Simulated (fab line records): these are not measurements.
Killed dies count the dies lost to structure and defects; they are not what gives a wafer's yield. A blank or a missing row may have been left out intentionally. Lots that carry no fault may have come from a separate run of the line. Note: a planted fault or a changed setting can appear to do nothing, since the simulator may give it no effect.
fab line records :: flow sfq_line
record
  lots=5
  wafers=15
  last_day=85
route steps=325 shown M0@29
lots that met no fault: from a run of the same line without faults
start_h: start of the lot's first displayed wafer, in hours after the record's first day :: wait_h: hours elapsed since this lot's preceding step :: " the same as in the row above :: L1.1+2: a row that stands for several wafers :: - no value, or no start was given :: * or withheld: withheld :: < > ~ a bound
route shown NAME@n: NAME is a module with steps in the file, n the number in the route of the first one :: usual: mean/standard deviation taken from wafers without a fault :: same: alike in all rows :: chamber/n: place in a boat :: sites: readings site by site :: _std_site: their standard deviation :: _edge_site: outer sites' mean less inner sites' :: radius_mm: how far each site lies from the wafer's centre :: mask NAME#n: copy n :: behind: the last tool/chamber to shape the wafer :: hold: the reason the lot was held/the length of the hold in hours/how it ended :: device: the transistor (n, p or np) that didn't switch :: end of line: the same wafers' tests at the end of the route :: step lacking rows: just its recipe :: killed: dies that structure and defects cost at the first sort, which is not the same as the wafer's yield :: map: shows each die of a wafer: x if killed, . if not, _ if none is there
set.NAME: the setting that was run; set.NAME@STEP: the one run at that earlier step :: model.NAME: the simulator's own value behind a step, which no gauge read
lots at selected steps of the route; one table per step, one row per wafer
services: from which hour (start_h, from the record's first day; less than 0 if before it) a tool's chamber was out of use, for how many hours, and why
## steps
# step SFQ_TRILAYER_M0_DEP_SPUTTER_019
# recipe
  material=Nb
  base_pressure_pa=1.33e-06
  chamber_pressure_pa=0.1333
  substrate_temp_c=20
  resputter_cathode_voltage_v=400
  target_thk_nm=200
  power_w=2000
  time_s=133.3
# usual
  throttle_valve_pct=29.5/1.2
lot.wafer: L472.1
tool: pvd_sputter-03
chamber: -
start_h: 123.04
wait_h: 0.0
throttle_valve_pct: 30.0

lot.wafer: L472.3
tool: pvd_sputter-03
chamber: -
start_h: 123.04
wait_h: 0.0
throttle_valve_pct: 30.2

lot.wafer: L472.6
tool: pvd_sputter-03
chamber: -
start_h: 123.04
wait_h: 0.0
throttle_valve_pct: 31.4

lot.wafer: L477.1
tool: pvd_sputter-06
chamber: -
start_h: 170.07
wait_h: 0.0
throttle_valve_pct: 27.9

lot.wafer: L477.2
tool: pvd_sputter-06
chamber: -
start_h: 170.07
wait_h: 0.0
throttle_valve_pct: 28.8

lot.wafer: L477.3
tool: pvd_sputter-06
chamber: -
start_h: 170.07
wait_h: 0.0
throttle_valve_pct: 30.2

lot.wafer: L481.4
tool: pvd_sputter-06
chamber: -
start_h: 214.44
wait_h: 0.0
throttle_valve_pct: 28.3

lot.wafer: L481.5
tool: pvd_sputter-06
chamber: -
start_h: 214.44
wait_h: 0.0
throttle_valve_pct: 28.7

lot.wafer: L481.6
tool: pvd_sputter-06
chamber: -
start_h: 214.44
wait_h: 0.0
throttle_valve_pct: 29.2

lot.wafer: L485.1
tool: pvd_sputter-06
chamber: -
start_h: 253.20
wait_h: 0.0
throttle_valve_pct: 30.3

lot.wafer: L485.4
tool: pvd_sputter-06
chamber: -
start_h: 253.20
wait_h: 0.0
throttle_valve_pct: 27.9

lot.wafer: L485.5
tool: pvd_sputter-06
chamber: -
start_h: 253.20
wait_h: 0.0
throttle_valve_pct: 29.3

lot.wafer: L492.2
tool: pvd_sputter-03
chamber: -
start_h: 262.81
wait_h: 0.0
throttle_valve_pct: 30.1

lot.wafer: L492.5
tool: pvd_sputter-03
chamber: -
start_h: 262.81
wait_h: 0.0
throttle_valve_pct: 30.0

lot.wafer: L492.6
tool: pvd_sputter-03
chamber: -
start_h: 262.81
wait_h: 0.0
throttle_valve_pct: 30.2
# step SFQ_M0_RS_MEAS_904
# recipe
  thk_meas_gauge=four-point-probe
  reads=Nb_of_TRILAYER_M0_DEP_SPUTTER_019
# usual
  M0_NB_RS=0.896/0.0085
lot.wafer: L472.1
tool: film_metro-03
chamber: -
start_h: 123.13
wait_h: 0.0
M0_NB_RS[ohm/sq]: 0.894

lot.wafer: L472.3
tool: film_metro-03
chamber: -
start_h: 123.13
wait_h: 0.0
M0_NB_RS[ohm/sq]: 0.890

lot.wafer: L472.6
tool: film_metro-03
chamber: -
start_h: 123.13
wait_h: 0.0
M0_NB_RS[ohm/sq]: 0.891

lot.wafer: L477.1
tool: film_metro-04
chamber: -
start_h: 170.16
wait_h: 0.0
M0_NB_RS[ohm/sq]: 0.900

lot.wafer: L477.2
tool: film_metro-04
chamber: -
start_h: 170.16
wait_h: 0.0
M0_NB_RS[ohm/sq]: 0.891

lot.wafer: L477.3
tool: film_metro-04
chamber: -
start_h: 170.16
wait_h: 0.0
M0_NB_RS[ohm/sq]: 0.900

lot.wafer: L481.4
tool: film_metro-03
chamber: -
start_h: 214.59
wait_h: 0.1
M0_NB_RS[ohm/sq]: 0.889

lot.wafer: L481.5
tool: film_metro-03
chamber: -
start_h: 214.59
wait_h: 0.1
M0_NB_RS[ohm/sq]: 0.893

lot.wafer: L481.6
tool: film_metro-03
chamber: -
start_h: 214.59
wait_h: 0.1
M0_NB_RS[ohm/sq]: 0.898

lot.wafer: L485.1
tool: film_metro-02
chamber: -
start_h: 253.29
wait_h: 0.0
M0_NB_RS[ohm/sq]: 0.878

lot.wafer: L485.4
tool: film_metro-02
chamber: -
start_h: 253.29
wait_h: 0.0
M0_NB_RS[ohm/sq]: 0.885

lot.wafer: L485.5
tool: film_metro-02
chamber: -
start_h: 253.29
wait_h: 0.0
M0_NB_RS[ohm/sq]: 0.884

lot.wafer: L492.2
tool: film_metro-02
chamber: -
start_h: 262.92
wait_h: 0.1
M0_NB_RS[ohm/sq]: 0.903

lot.wafer: L492.5
tool: film_metro-02
chamber: -
start_h: 262.92
wait_h: 0.1
M0_NB_RS[ohm/sq]: 0.902

lot.wafer: L492.6
tool: film_metro-02
chamber: -
start_h: 262.92
wait_h: 0.1
M0_NB_RS[ohm/sq]: 0.903
# step SFQ_TRILAYER_M0_LITHO_COAT_026
# recipe
  resist=BARC
  spin_rpm=3042
  resist_thk_nm=62
# step SFQ_TRILAYER_M0_LITHO_COAT_021
# recipe
  resist=KrF
  spin_rpm=3000
  resist_thk_nm=600
# step SFQ_TRILAYER_M0_LITHO_SOFTBAKE_025
# recipe
  temp_c=withheld
  time_s=withheld
  resist=KrF
# step SFQ_TRILAYER_M0_LITHO_EXPOSE_022
# recipe
  mask_id=M0
  na=0.6
  source_shape=conventional
  sigma_outer=0.65
  target_cd_nm=500
  dose_mj=14.4
# step SFQ_TRILAYER_M0_LITHO_PEB_024
# recipe
  peb_temp_c=115
  peb_time_s=60
  resist=KrF
# step SFQ_TRILAYER_M0_LITHO_DEVELOP_023
# recipe
  time_s=60
  resist=KrF
# step SFQ_M0_OVL_MEAS_906
# usual
  M0_OVL=1/5.3
lot.wafer: L472.1
tool: overlay-02
chamber: -
start_h: 217.12
wait_h: 0.1
M0_OVL[nm]: 1

lot.wafer: L472.3
tool: overlay-02
chamber: -
start_h: 217.12
wait_h: 0.1
M0_OVL[nm]: -1

lot.wafer: L472.6
tool: overlay-02
chamber: -
start_h: 217.12
wait_h: 0.1
M0_OVL[nm]: 0

lot.wafer: L477.1
tool: overlay-01
chamber: -
start_h: 277.60
wait_h: 0.1
M0_OVL[nm]: 5

lot.wafer: L477.2
tool: overlay-01
chamber: -
start_h: 277.60
wait_h: 0.1
M0_OVL[nm]: 5

lot.wafer: L477.3
tool: overlay-01
chamber: -
start_h: 277.60
wait_h: 0.1
M0_OVL[nm]: 1

lot.wafer: L481.4
tool: overlay-02
chamber: -
start_h: 321.33
wait_h: 0.1
M0_OVL[nm]: -4

lot.wafer: L481.5
tool: overlay-02
chamber: -
start_h: 321.33
wait_h: 0.1
M0_OVL[nm]: -4

lot.wafer: L481.6
tool: overlay-02
chamber: -
start_h: 321.33
wait_h: 0.1
M0_OVL[nm]: 0

lot.wafer: L485.1
tool: overlay-01
chamber: -
start_h: 361.39
wait_h: 0.1
M0_OVL[nm]: 11

lot.wafer: L485.4
tool: overlay-01
chamber: -
start_h: 361.39
wait_h: 0.1
M0_OVL[nm]: 2

lot.wafer: L485.5
tool: overlay-01
chamber: -
start_h: 361.39
wait_h: 0.1
M0_OVL[nm]: 3

lot.wafer: L492.2
tool: overlay-01
chamber: -
start_h: 378.91
wait_h: 0.1
M0_OVL[nm]: 1

lot.wafer: L492.5
tool: overlay-01
chamber: -
start_h: 378.91
wait_h: 0.1
M0_OVL[nm]: 5

lot.wafer: L492.6
tool: overlay-01
chamber: -
start_h: 378.91
wait_h: 0.1
M0_OVL[nm]: 2
# step SFQ_TRILAYER_M0_BARC_OPEN_METAL_ETCH_031
# recipe
  mask_material=PR
  chemistry=O2
  target_depth_nm=125
  target=BARC
  icp_w=600
  bias_w=80
  pressure_mtorr=10
  time_s=41.7
# usual
  drypump_motor_current_A=5.8/0.53
  oes_product_au=0.684/0.0044
lot.wafer: L472.1
tool: rie_metal-02
chamber: 1
start_h: 217.15
wait_h: 0.0
drypump_motor_current_A: 5.2
oes_product_au: 0.692
rf_hours_counter_h: 22

lot.wafer: L472.3
tool: rie_metal-02
chamber: 1
start_h: 217.15
wait_h: 0.0
drypump_motor_current_A: 5.2
oes_product_au: 0.691
rf_hours_counter_h: -

lot.wafer: L472.6
tool: rie_metal-02
chamber: 1
start_h: 217.15
wait_h: 0.0
drypump_motor_current_A: 5.2
oes_product_au: 0.671
rf_hours_counter_h: -

lot.wafer: L477.1
tool: rie_metal-01
chamber: 0
start_h: 277.64
wait_h: 0.0
drypump_motor_current_A: 5.3
oes_product_au: 0.686
rf_hours_counter_h: 71

lot.wafer: L477.2
tool: rie_metal-01
chamber: 1
start_h: 277.64
wait_h: 0.0
drypump_motor_current_A: 6.2
oes_product_au: 0.680
rf_hours_counter_h: 21

lot.wafer: L477.3
tool: rie_metal-01
chamber: 0
start_h: 277.64
wait_h: 0.0
drypump_motor_current_A: 5.3
oes_product_au: 0.677
rf_hours_counter_h: -

lot.wafer: L481.4
tool: rie_metal-02
chamber: 1
start_h: 321.37
wait_h: 0.0
drypump_motor_current_A: 5.2
oes_product_au: 0.687
rf_hours_counter_h: -

lot.wafer: L481.5
tool: rie_metal-02
chamber: 0
start_h: 321.37
wait_h: 0.0
drypump_motor_current_A: 6.1
oes_product_au: 0.684
rf_hours_counter_h: -

lot.wafer: L481.6
tool: rie_metal-02
chamber: 1
start_h: 321.37
wait_h: 0.0
drypump_motor_current_A: 5.1
oes_product_au: 0.681
rf_hours_counter_h: -

lot.wafer: L485.1
tool: rie_metal-03
chamber: 0
start_h: 361.42
wait_h: 0.0
drypump_motor_current_A: 6.6
oes_product_au: 0.694
rf_hours_counter_h: 139

lot.wafer: L485.4
tool: rie_metal-03
chamber: 0
start_h: 361.42
wait_h: 0.0
drypump_motor_current_A: 6.7
oes_product_au: 0.691
rf_hours_counter_h: -

lot.wafer: L485.5
tool: rie_metal-03
chamber: 0
start_h: 361.42
wait_h: 0.0
drypump_motor_current_A: 6.6
oes_product_au: 0.685
rf_hours_counter_h: -

lot.wafer: L492.2
tool: rie_metal-01
chamber: 1
start_h: 378.94
wait_h: 0.0
drypump_motor_current_A: 6.2
oes_product_au: 0.678
rf_hours_counter_h: 36

lot.wafer: L492.5
tool: rie_metal-01
chamber: 0
start_h: 378.94
wait_h: 0.0
drypump_motor_current_A: 5.3
oes_product_au: 0.695
rf_hours_counter_h: -

lot.wafer: L492.6
tool: rie_metal-01
chamber: 1
start_h: 378.94
wait_h: 0.0
drypump_motor_current_A: 6.2
oes_product_au: 0.681
rf_hours_counter_h: -
# step SFQ_TRILAYER_M0_ETCH_METAL_ETCH_024
# recipe
  target=Nb
  stop_on=SiO2
  mask_material=PR
  chemistry=Cl2/Ar
  target_depth_nm=240
  icp_w=600
  bias_w=80
  pressure_mtorr=10
  time_s=120
# usual
  drypump_motor_current_A=5.8/0.53
  oes_product_au=0.891/0.0061
lot.wafer: L472.1
tool: rie_metal-02
chamber: 1
start_h: 217.21
wait_h: 0.0
drypump_motor_current_A: 5.2
oes_product_au: 0.900
rf_hours_counter_h: 22

lot.wafer: L472.3
tool: rie_metal-02
chamber: 1
start_h: 217.21
wait_h: 0.0
drypump_motor_current_A: 5.2
oes_product_au: 0.899
rf_hours_counter_h: -

lot.wafer: L472.6
tool: rie_metal-02
chamber: 1
start_h: 217.21
wait_h: 0.0
drypump_motor_current_A: 5.2
oes_product_au: 0.895
rf_hours_counter_h: -

lot.wafer: L477.1
tool: rie_metal-01
chamber: 0
start_h: 277.70
wait_h: 0.0
drypump_motor_current_A: 5.3
oes_product_au: 0.895
rf_hours_counter_h: 71

lot.wafer: L477.2
tool: rie_metal-01
chamber: 1
start_h: 277.70
wait_h: 0.0
drypump_motor_current_A: 6.2
oes_product_au: 0.904
rf_hours_counter_h: 21

lot.wafer: L477.3
tool: rie_metal-01
chamber: 0
start_h: 277.70
wait_h: 0.0
drypump_motor_current_A: 5.3
oes_product_au: 0.892
rf_hours_counter_h: -

lot.wafer: L481.4
tool: rie_metal-02
chamber: 1
start_h: 321.45
wait_h: 0.1
drypump_motor_current_A: 5.2
oes_product_au: 0.889
rf_hours_counter_h: -

lot.wafer: L481.5
tool: rie_metal-02
chamber: 0
start_h: 321.45
wait_h: 0.1
drypump_motor_current_A: 6.1
oes_product_au: 0.893
rf_hours_counter_h: -

lot.wafer: L481.6
tool: rie_metal-02
chamber: 1
start_h: 321.45
wait_h: 0.1
drypump_motor_current_A: 5.2
oes_product_au: 0.893
rf_hours_counter_h: -

lot.wafer: L485.1
tool: rie_metal-03
chamber: 0
start_h: 361.48
wait_h: 0.0
drypump_motor_current_A: 6.6
oes_product_au: 0.901
rf_hours_counter_h: 139

lot.wafer: L485.4
tool: rie_metal-03
chamber: 0
start_h: 361.48
wait_h: 0.0
drypump_motor_current_A: 6.6
oes_product_au: 0.895
rf_hours_counter_h: -

lot.wafer: L485.5
tool: rie_metal-03
chamber: 0
start_h: 361.48
wait_h: 0.0
drypump_motor_current_A: 6.6
oes_product_au: 0.902
rf_hours_counter_h: -

lot.wafer: L492.2
tool: rie_metal-01
chamber: 1
start_h: 379.00
wait_h: 0.0
drypump_motor_current_A: 6.2
oes_product_au: 0.886
rf_hours_counter_h: 36

lot.wafer: L492.5
tool: rie_metal-01
chamber: 0
start_h: 379.00
wait_h: 0.0
drypump_motor_current_A: 5.3
oes_product_au: 0.889
rf_hours_counter_h: -

lot.wafer: L492.6
tool: rie_metal-01
chamber: 1
start_h: 379.00
wait_h: 0.0
drypump_motor_current_A: 6.2
oes_product_au: 0.888
rf_hours_counter_h: -
# step SFQ_TRILAYER_M0_STRIP_STRIP_025
# recipe
  gas=O2
  power_w=200
  platen_temp_c=40
  overash_fraction=0.65
  chemistry=O2
  pressure_mtorr=50
# usual
  drypump_motor_current_A=5.8/0.53
  oes_product_au=0.998/0.0069
  platen_temp_c=40.01/0.12
lot.wafer: L472.1
tool: rie_metal-02
chamber: 1
start_h: 217.34
wait_h: 0.1
drypump_motor_current_A: 5.2
oes_product_au: 0.996
platen_temp_c: 39.94
rf_hours_counter_h: 22

lot.wafer: L472.3
tool: rie_metal-02
chamber: 1
start_h: 217.34
wait_h: 0.1
drypump_motor_current_A: 5.2
oes_product_au: 0.998
platen_temp_c: 39.83
rf_hours_counter_h: -

lot.wafer: L472.6
tool: rie_metal-02
chamber: 1
start_h: 217.34
wait_h: 0.1
drypump_motor_current_A: 5.2
oes_product_au: 0.999
platen_temp_c: 40.27
rf_hours_counter_h: -

lot.wafer: L477.1
tool: rie_metal-01
chamber: 0
start_h: 277.82
wait_h: 0.1
drypump_motor_current_A: 5.3
oes_product_au: 0.996
platen_temp_c: 40.09
rf_hours_counter_h: 71

lot.wafer: L477.2
tool: rie_metal-01
chamber: 1
start_h: 277.82
wait_h: 0.1
drypump_motor_current_A: 6.2
oes_product_au: 1.000
platen_temp_c: 40.21
rf_hours_counter_h: 21

lot.wafer: L477.3
tool: rie_metal-01
chamber: 0
start_h: 277.82
wait_h: 0.1
drypump_motor_current_A: 5.3
oes_product_au: 1.000
platen_temp_c: 40.09
rf_hours_counter_h: -

lot.wafer: L481.4
tool: rie_metal-02
chamber: 1
start_h: 321.73
wait_h: 0.2
drypump_motor_current_A: 5.2
oes_product_au: 0.994
platen_temp_c: 40.01
rf_hours_counter_h: -

lot.wafer: L481.5
tool: rie_metal-02
chamber: 0
start_h: 321.73
wait_h: 0.2
drypump_motor_current_A: 6.1
oes_product_au: 0.995
platen_temp_c: 40.42
rf_hours_counter_h: -

lot.wafer: L481.6
tool: rie_metal-02
chamber: 1
start_h: 321.73
wait_h: 0.2
drypump_motor_current_A: 5.2
oes_product_au: 0.985
platen_temp_c: 40.18
rf_hours_counter_h: -

lot.wafer: L485.1
tool: rie_metal-03
chamber: 0
start_h: 361.61
wait_h: 0.1
drypump_motor_current_A: 6.6
oes_product_au: 1.001
platen_temp_c: 40.05
rf_hours_counter_h: 139

lot.wafer: L485.4
tool: rie_metal-03
chamber: 0
start_h: 361.61
wait_h: 0.1
drypump_motor_current_A: 6.7
oes_product_au: 1.000
platen_temp_c: 39.86
rf_hours_counter_h: -

lot.wafer: L485.5
tool: rie_metal-03
chamber: 0
start_h: 361.61
wait_h: 0.1
drypump_motor_current_A: 6.6
oes_product_au: 0.992
platen_temp_c: 40.11
rf_hours_counter_h: -

lot.wafer: L492.2
tool: rie_metal-01
chamber: 1
start_h: 379.12
wait_h: 0.1
drypump_motor_current_A: 6.2
oes_product_au: 0.999
platen_temp_c: 39.96
rf_hours_counter_h: 36

lot.wafer: L492.5
tool: rie_metal-01
chamber: 0
start_h: 379.12
wait_h: 0.1
drypump_motor_current_A: 5.3
oes_product_au: 1.001
platen_temp_c: 40.00
rf_hours_counter_h: -

lot.wafer: L492.6
tool: rie_metal-01
chamber: 1
start_h: 379.12
wait_h: 0.1
drypump_motor_current_A: 6.2
oes_product_au: 0.997
platen_temp_c: 39.89
rf_hours_counter_h: -
# step SFQ_TRILAYER_M0_STRIP_SOLV_CLEAN_026
# recipe
  chemistry=NMP
  temp_c=70
  time_s=600
## services
tool: rie_metal-01
chamber: -
start_h: 102.58
hours: 0.2
kind: repair

tool: rie_metal-01
chamber: 0
start_h: 115.72
hours: 2.1
kind: repair

tool: rie_metal-01
chamber: 1
start_h: 118.92
hours: -
kind: clean

tool: rie_metal-01
chamber: 1
start_h: 118.92
hours: -
kind: consumable_replace:focus_ring

tool: rie_metal-01
chamber: 1
start_h: 118.92
hours: 21.3
kind: scheduled_down

tool: rie_metal-01
chamber: 1
start_h: 118.92
hours: 21.3
kind: vent_cycle

tool: pvd_sputter-03
chamber: -
start_h: 165.58
hours: 0.6
kind: repair

tool: rie_metal-03
chamber: 1
start_h: 173.33
hours: 59.0
kind: repair

tool: pvd_sputter-06
chamber: -
start_h: 194.86
hours: 4.5
kind: repair

tool: rie_metal-02
chamber: 0
start_h: 236.28
hours: 11.7
kind: repair

tool: rie_metal-01
chamber: -
start_h: 243.20
hours: 1.4
kind: pm

tool: pvd_sputter-03
chamber: -
start_h: 254.51
hours: 1.5
kind: repair

tool: rie_metal-03
chamber: -
start_h: 266.90
hours: 0.7
kind: repair

tool: rie_metal-02
chamber: 0
start_h: 289.66
hours: 11.2
kind: repair

tool: rie_metal-01
chamber: -
start_h: 316.82
hours: 1.0
kind: repair

tool: rie_metal-02
chamber: 0
start_h: 327.09
hours: 12.5
kind: repair

tool: pvd_sputter-03
chamber: -
start_h: 350.46
hours: 4.2
kind: repair

tool: rie_metal-03
chamber: -
start_h: 371.88
hours: 14.6
kind: pm

tool: pvd_sputter-06
chamber: -
start_h: 378.95
hours: 5.1
kind: repair
## key
first_sign
  step=SFQ_TRILAYER_M0_STRIP_STRIP_025
  reading=platen_temp_c
  direction=up
  sigmas=3.5
  usual=*
  struck=*
effect none on later readings
met_at SFQ_TRILAYER_M0_STRIP_STRIP_025
struck_wafers L481.5
fault
  kind=process_parameter_drift
  tool=rie_metal-02
  chamber=0
  onset_h=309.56
  steps=SFQ_TRILAYER_M0_STRIP_STRIP_025
  channel=platen_temp_c
  offset=*
  shape=step
  end_h=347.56
  acts_in=*
  stated=*
